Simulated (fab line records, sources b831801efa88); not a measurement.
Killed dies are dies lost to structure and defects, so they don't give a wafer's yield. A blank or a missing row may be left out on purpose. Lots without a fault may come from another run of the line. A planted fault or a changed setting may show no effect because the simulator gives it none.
Which tool did it? | flow sky130 | 10 lots, 30 wafers sampled, at 7 steps of a route of 708

WHAT THE GAUGES READ, wafer by wafer
SKY_LI_CONTACT_RS_MEAS_22: measures by four-point-probe. Usual: LI_CONTACT_W_RS 0.2846 ohm/sq, standard deviation 0.0029.
lot  | measured     | on            | LI_CONTACT_W_RS (ohm/sq) | flag
L614 | day 30 02:47 | film_metro-01 | 0.2861 0.2828 0.2816     |
L612 | day 30 04:57 | film_metro-03 | 0.2857 0.2862 0.2862     |
L616 | day 31 00:50 | film_metro-03 | 0.2914 0.2851 0.2896     |
L619 | day 31 17:49 | film_metro-03 | 0.2875 0.2824 0.2840     |
L620 | day 31 22:20 | film_metro-01 | 0.2854 0.2844 0.2858     |
L624 | day 33 00:34 | film_metro-03 | 0.2811 0.2824 0.2852     |
L627 | day 34 01:43 | film_metro-03 | 0.2855 0.2815 0.2858     |
L628 | day 34 12:10 | film_metro-04 | 0.2881 0.2491 0.2893     | OFF
L629 | day 34 20:28 | film_metro-04 | 0.2458 0.2474 0.2860     | OFF
L630 | day 35 00:35 | film_metro-03 | 0.2784 0.2820 0.2816     |

SKY_LI_CONTACT_THK_MEAS_23: measures by xrf. Usual: LI_CONTACT_W_THK 422 nm, standard deviation 7.
lot  | measured     | on            | LI_CONTACT_W_THK (nm) | flag
L614 | day 30 02:54 | film_metro-01 | 420 430 428           |
L612 | day 30 05:04 | film_metro-03 | 414 415 415           |
L616 | day 31 00:57 | film_metro-03 | 405 417 408           |
L619 | day 31 17:56 | film_metro-03 | 412 422 420           |
L620 | day 31 22:27 | film_metro-01 | 427 432 429           |
L624 | day 33 00:40 | film_metro-03 | 419 416 412           |
L627 | day 34 01:50 | film_metro-03 | 415 417 410           |
L628 | day 34 12:16 | film_metro-04 | 424 495 422           | OFF
L629 | day 34 20:35 | film_metro-04 | 501 503 429           | OFF
L630 | day 35 00:42 | film_metro-03 | 423 418 419           |

SKY_LOCAL_INTERCONNECT_OVL_MEAS_12. Usual: LOCAL_INTERCONNECT_OVL 2 nm, standard deviation 5.6.
lot  | measured     | on         | LOCAL_INTERCONNECT_OVL (nm) | flag
L614 | day 31 06:46 | overlay-01 | 12 12 13                    |
L612 | day 31 08:36 | overlay-02 | 4 -5 -1                     |
L616 | day 32 04:57 | overlay-01 | 3 4 4                       |
L619 | day 32 21:21 | overlay-02 | 1 2 7                       |
L620 | day 33 01:27 | overlay-01 | 9 4 4                       |
L624 | day 34 03:13 | overlay-01 | -8 -8 -2                    |
L627 | day 35 04:42 | overlay-01 | 6 7 4                       |
L628 | day 35 15:22 | overlay-02 | -5 -9 -14                   |
L629 | day 35 22:39 | overlay-02 | -7 -3 -7                    |
L630 | day 36 03:09 | overlay-01 | -9 -5 -12                   |

WHICH TOOL RAN EACH LOT (tool, then ch and the chambers of the sampled wafers, then the start)
lot  | SKY_SD_N_RTA_14                  | SKY_LI_CONTACT_STRIP_16              | SKY_LI_CONTACT_CVD_21         | SKY_LI_CONTACT_CMP_24
L614 | rtp_anneal-02 ch 0, day 28 21:06 | plasma_asher-03 ch 0,1, day 30 02:13 | cvd_w-01 ch 1, day 30 02:39   | cmp-02 ch 0,1,3, day 30 02:58
L612 | rtp_anneal-01 ch 0, day 28 22:57 | plasma_asher-03 ch 0,1, day 30 04:16 | cvd_w-02 ch 0, day 30 04:42   | cmp-01 ch 0,1,3, day 30 05:08
L616 | rtp_anneal-01 ch 0, day 29 19:36 | plasma_asher-03 ch 0,1, day 31 00:16 | cvd_w-02 ch 0,1, day 31 00:43 | cmp-01 ch 1,3, day 31 01:04
L619 | rtp_anneal-02 ch 0, day 30 13:05 | plasma_asher-04 ch 0,1, day 31 17:16 | cvd_w-02 ch 0,1, day 31 17:42 | cmp-01 ch 0,1,2, day 31 18:06
L620 | rtp_anneal-01 ch 0, day 30 17:27 | plasma_asher-03 ch 0,1, day 31 21:46 | cvd_w-02 ch 0,1, day 31 22:12 | cmp-02 ch 1,2, day 31 22:34
L624 | rtp_anneal-01 ch 0, day 31 19:40 | plasma_asher-01 ch 0,1, day 33 00:00 | cvd_w-02 ch 0,1, day 33 00:26 | cmp-01 ch 1,2,3, day 33 00:46
L627 | rtp_anneal-02 ch 0, day 32 20:45 | plasma_asher-04 ch 0,1, day 34 01:10 | cvd_w-01 ch 0,1, day 34 01:35 | cmp-01 ch 1,2,3, day 34 02:00
L628 | rtp_anneal-01 ch 0, day 33 07:40 | plasma_asher-04 ch 0,1, day 34 11:35 | cvd_w-02 ch 0,1, day 34 12:03 | cmp-01 ch 0,2, day 34 12:19
L629 | rtp_anneal-02 ch 0, day 33 16:23 | plasma_asher-01 ch 0,1, day 34 19:53 | cvd_w-02 ch 0, day 34 20:20   | cmp-02 ch 2,3, day 34 20:38
L630 | rtp_anneal-01 ch 0, day 33 20:37 | plasma_asher-04 ch 0,1, day 35 00:01 | cvd_w-01 ch 0,1, day 35 00:26 | cmp-01 ch 0,1, day 35 00:56
- SKY_SD_N_RTA_14: time 2 s.
- SKY_LI_CONTACT_STRIP_16: strips in O2/N2.
- SKY_LI_CONTACT_CVD_21: deposits W, target thk 400 nm, time 120.56 s.
- SKY_LI_CONTACT_CMP_24: polishes, stops on PSG, t overpolish 20 s, target thk 0 nm.

WHAT THE TOOLS THEMSELVES READ (means of the sampled wafers that have a number; where no wafer has one, the mark that the record gives instead)
SKY_SD_N_RTA_14. Usual: lamp_power_pct 15.73 %, standard deviation 0.046; wafer_temp_C_max 1078.1, standard deviation 1.3.
lot  | tool          | lamp_power_pct (%) | wafer_temp_C_max | flag
L614 | rtp_anneal-02 | 15.73              | 1077.4           |
L612 | rtp_anneal-01 | 15.72              | 1077.9           |
L616 | rtp_anneal-01 | 15.75              | 1078.8           |
L619 | rtp_anneal-02 | 15.71              | 1077.6           |
L620 | rtp_anneal-01 | 15.73              | 1077.9           |
L624 | rtp_anneal-01 | 15.77              | 1077.4           |
L627 | rtp_anneal-02 | 15.75              | 1078.3           |
L628 | rtp_anneal-01 | 15.74              | 1078.2           |
L629 | rtp_anneal-02 | 15.74              | 1077.8           |
L630 | rtp_anneal-01 | 15.71              | 1079.4           |

SKY_LI_CONTACT_STRIP_16. Usual: chamber_pressure_mTorr 1500.1 mTorr, standard deviation 1.2; drypump_motor_current_A 5.7 A, standard deviation 0.35; oes_product_au 0.376 a.u., standard deviation 0.0046; strip_time_to_endpoint_s 3.490 s, standard deviation 0.023.
lot  | tool            | chamber_pressure_mTorr (mTorr) | drypump_motor_current_A (A) | oes_product_au (a.u.) | strip_time_to_endpoint_s (s) | flag
L614 | plasma_asher-03 | 1499.7                         | 5.5                         | 0.372                 | 3.464                        |
L612 | plasma_asher-03 | 1499.8                         | 5.5                         | 0.379                 | 3.500                        |
L616 | plasma_asher-03 | 1499.1                         | 5.9                         | 0.377                 | 3.508                        |
L619 | plasma_asher-04 | 1500.3                         | 5.7                         | 0.376                 | 3.507                        |
L620 | plasma_asher-03 | 1499.1                         | 5.9                         | 0.382                 | 3.523                        |
L624 | plasma_asher-01 | 1500.1                         | 5.8                         | 0.379                 | 3.474                        |
L627 | plasma_asher-04 | 1500.8                         | 5.7                         | 0.373                 | 3.496                        |
L628 | plasma_asher-04 | 1498.8                         | 5.7                         | 0.371                 | 3.444                        |
L629 | plasma_asher-01 | 1500.5                         | 5.8                         | 0.377                 | 3.518                        |
L630 | plasma_asher-04 | 1500.2                         | 5.7                         | 0.376                 | 3.468                        |

SKY_LI_CONTACT_CVD_21. Usual: heater_power_w 869 W, standard deviation 100.
lot  | tool     | heater_power_w (W) | flag
L614 | cvd_w-01 | 663                |
L612 | cvd_w-02 | 941                |
L616 | cvd_w-02 | 937                |
L619 | cvd_w-02 | 935                |
L620 | cvd_w-02 | 921                |
L624 | cvd_w-02 | 941                |
L627 | cvd_w-01 | 770                |
L628 | cvd_w-02 | 939                |
L629 | cvd_w-02 | 938                |
L630 | cvd_w-01 | 780                |

SKY_LI_CONTACT_CMP_24. Usual: edge_zone_pressure_frac 1.000, standard deviation 0.0049; motor_current_A 11.1 A, standard deviation 0.78; time_to_endpoint_s 95 s, standard deviation 3.3.
lot  | tool   | edge_zone_pressure_frac | motor_current_A (A) | time_to_endpoint_s (s) | flag
L614 | cmp-02 | 1.005                   | 11.0                | 97                     |
L612 | cmp-01 | 0.999                   | 11.2                | 95                     |
L616 | cmp-01 | 1.001                   | 11.7                | 90                     |
L619 | cmp-01 | 1.003                   | 10.7                | 92                     |
L620 | cmp-02 | 0.997                   | 11.4                | 95                     |
L624 | cmp-01 | 1.001                   | 11.5                | 97                     |
L627 | cmp-01 | 1.002                   | 11.4                | 94                     |
L628 | cmp-01 | 1.001                   | 10.2                | 97                     |
L629 | cmp-02 | 1.005                   | 11.6                | 106                    | OFF
L630 | cmp-01 | 0.995                   | 11.4                | 96                     |

THE ANSWER, worked out from the rows above alone
Rule: a lot is off if the mean of its wafers that have a number lies more than 3 standard deviations from the usual mean. A lot without any number at a reading at which 4 lots or more have one is off too. The other lots that the step has rows for count as sound. The gauges are gone through in route order, then the tools' own readings, and for those a lot's mean is taken as printed above. The first step at which some lot is off is used, and at that step the reading that is off furthest; a lot without a number counts as furthest.
Off: L628, L629, at SKY_LI_CONTACT_RS_MEAS_22 (LI_CONTACT_W_RS).
A tool fits if, at a process step before that reading, it ran every lot that is off, and no sound lot after the first of them. The gauges at SKY_LI_CONTACT_RS_MEAS_22 are tried like those tools. Can't be told from this: 2 tools fit, cvd_w-02 at SKY_LI_CONTACT_CVD_21, film_metro-04 at SKY_LI_CONTACT_RS_MEAS_22.

WHAT THE SIMULATOR HAD PUT IN
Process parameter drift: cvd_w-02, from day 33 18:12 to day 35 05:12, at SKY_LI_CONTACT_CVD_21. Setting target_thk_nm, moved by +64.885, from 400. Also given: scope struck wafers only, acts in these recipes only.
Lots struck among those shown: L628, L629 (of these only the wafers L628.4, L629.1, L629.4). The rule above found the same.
